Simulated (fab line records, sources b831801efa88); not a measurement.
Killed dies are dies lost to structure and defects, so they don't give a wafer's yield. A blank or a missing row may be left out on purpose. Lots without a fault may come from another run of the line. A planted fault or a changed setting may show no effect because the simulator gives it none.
Which tool did it? | flow gf180mcu | 11 lots, 32 wafers sampled, at 3 steps of a route of 602

WHAT THE GAUGES READ, wafer by wafer
GF_V5_RS_MEAS_24: measures by four-point-probe.
lot  | measured     | on            | V5_W_RS (ohm/sq)
L407 | day 27 08:45 | film_metro-01 | 0.323 0.324 0.326
L408 | day 27 21:22 | film_metro-03 | 0.331 0.325 0.329
L409 | day 28 01:31 | film_metro-03 | 0.325 0.326 0.324
L412 | day 29 01:17 | film_metro-03 | 0.325 0.328 0.328
L416 | day 30 03:09 | film_metro-03 | 0.330 0.249
L417 | day 30 14:22 | film_metro-03 | 0.248 0.249 0.323
L421 | day 31 16:06 | film_metro-02 | 0.321 0.320 0.324
L424 | day 32 06:27 | film_metro-02 | 0.327 0.320 0.322
L426 | day 32 20:09 | film_metro-02 | 0.325 0.329 0.332
L429 | day 33 07:10 | film_metro-01 | 0.323 0.321 0.329
L430 | day 33 13:03 | film_metro-03 | 0.330 0.334 0.327

WHICH TOOL RAN EACH LOT (tool, then ch and the chambers of the sampled wafers, then the start)
lot  | GF_MIM_STRIP_20                      | GF_V5_CVD_23
L407 | plasma_asher-04 ch 0, day 25 11:46   | cvd_w-02 ch 0,1, day 27 08:38
L408 | plasma_asher-02 ch 0,1, day 26 01:06 | cvd_w-01 ch 0,1, day 27 21:15
L409 | plasma_asher-03 ch 1, day 26 05:04   | cvd_w-02 ch 0,1, day 28 01:25
L412 | plasma_asher-03 ch 0,1, day 27 06:37 | cvd_w-02 ch 0,1, day 29 01:10
L416 | plasma_asher-04 ch 1, day 28 10:40   | cvd_w-02 ch 0,1, day 30 03:02
L417 | plasma_asher-02 ch 0,1, day 28 22:07 | cvd_w-02 ch 0,1, day 30 14:14
L421 | plasma_asher-04 ch 0,1, day 30 00:49 | cvd_w-01 ch 0,1, day 31 15:59
L424 | plasma_asher-04 ch 0,1, day 30 16:34 | cvd_w-01 ch 0,1, day 32 06:20
L426 | plasma_asher-04 ch 0,1, day 31 05:30 | cvd_w-01 ch 0,1, day 32 20:02
L429 | plasma_asher-03 ch 0,1, day 31 20:55 | cvd_w-01 ch 0,1, day 33 07:03
L430 | plasma_asher-04 ch 0,1, day 32 02:58 | cvd_w-02 ch 0,1, day 33 12:55
- GF_MIM_STRIP_20: strips in O2/N2.
- GF_V5_CVD_23: deposits W, target thk 350 nm, time 104.9 s.

THE ANSWER, worked out from the rows above alone
Rule: what is usual is taken from the lots themselves. Put in order of their means at a reading, lots are off if they are a third of the lots or fewer, leave a main group of 4 or more, and stand apart from it by a gap of 3 or more times the standard deviation of the main group's means; of several such gaps the widest counts. A main group whose means are all the same, to the digits that the tables above print for the reading, isn't used. A lot without any number at a reading at which 4 lots or more have one is off too. The other lots that the step has rows for count as sound.
Off: L416, L417, at GF_V5_RS_MEAS_24 (V5_W_RS). The main group: mean 0.326 ohm/sq, standard deviation 0.0027.
A tool fits if, at a process step before that reading, it ran every lot that is off, and no sound lot after the first of them. The gauges at GF_V5_RS_MEAS_24 are tried like those tools. None of those tried fits.

WHAT THE SIMULATOR HAD PUT IN
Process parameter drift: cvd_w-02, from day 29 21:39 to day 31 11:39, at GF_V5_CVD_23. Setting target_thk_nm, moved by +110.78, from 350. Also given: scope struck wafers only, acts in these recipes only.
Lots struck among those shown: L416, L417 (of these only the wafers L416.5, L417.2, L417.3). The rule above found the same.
